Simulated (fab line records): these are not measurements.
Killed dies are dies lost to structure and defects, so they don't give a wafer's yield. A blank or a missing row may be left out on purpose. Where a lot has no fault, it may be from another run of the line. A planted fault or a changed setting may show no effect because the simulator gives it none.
Chamber matching | flow gf180mcu | GF_PASSIVATION_CVD_02 on pecvd-03 has 3 sister chambers
The step deposits Si3N4, target thk 700 nm, time 486.18 s. 6 wafers are shown with their chamber, then 7 later ones without.

## EACH WAFER AND ITS CHAMBER
wafer  | chamber | heater-power-w (W) | rf-fwd-power-W (W)
L359.3 | 2       | 858                | 449.8
L362.1 | 0       | 813                | 448.2
L362.2 | 1       | 866                | 450.2
L362.3 | 2       | 822                | 449.8
L363.1 | 1       | 810                | 450.8
L363.2 | 0       | 678                | 449.3

## WAFERS WHOSE CHAMBER IS MISSING
wafer  | heater-power-w (W) | rf-fwd-power-W (W)
L363.6 | 847                | 448.6
L368.3 | 792                | 450.3
L368.4 | 817                | 450.5
L368.6 | 664                | 448.4
L369.2 | 846                | 450.1
L369.3 | 667                | 450.9
L369.6 | 705                | 449.7

## WHICH CHAMBER EACH ONE RAN IN
wafer  | from the rows above          | in truth
L363.6 | can't be placed: 0 or 2      | 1
L368.3 | can't be placed: 1 or 2      | 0
L368.4 | can't be placed: 1 or 2      | 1
L368.6 | 0                            | 0
L369.2 | can't be placed: 2 or 1      | 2
L369.3 | can't be placed: 1 or 2 or 0 | 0
L369.6 | can't be placed: 0 or 2 or 1 | 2
Correct placement for 1 of the 7. Cannot be placed on the basis of these rows: 6; the candidates contain the true chamber in 4. Placed wrongly: 0.
How it was worked out, from the rows above alone: a wafer's distance from a chamber is the root of the sum, over the readings, of the square of ((its reading less the chamber's mean) divided by the reading's scatter). The wafer belongs to the nearest chamber; if the next one is less than 2 further off, it can't be placed. A chamber's mean is the mean of its shown wafers. The scatter: take each reading less its chamber's mean, square it, sum over the shown wafers, divide by the number of wafers less the number of chambers, and take the root.
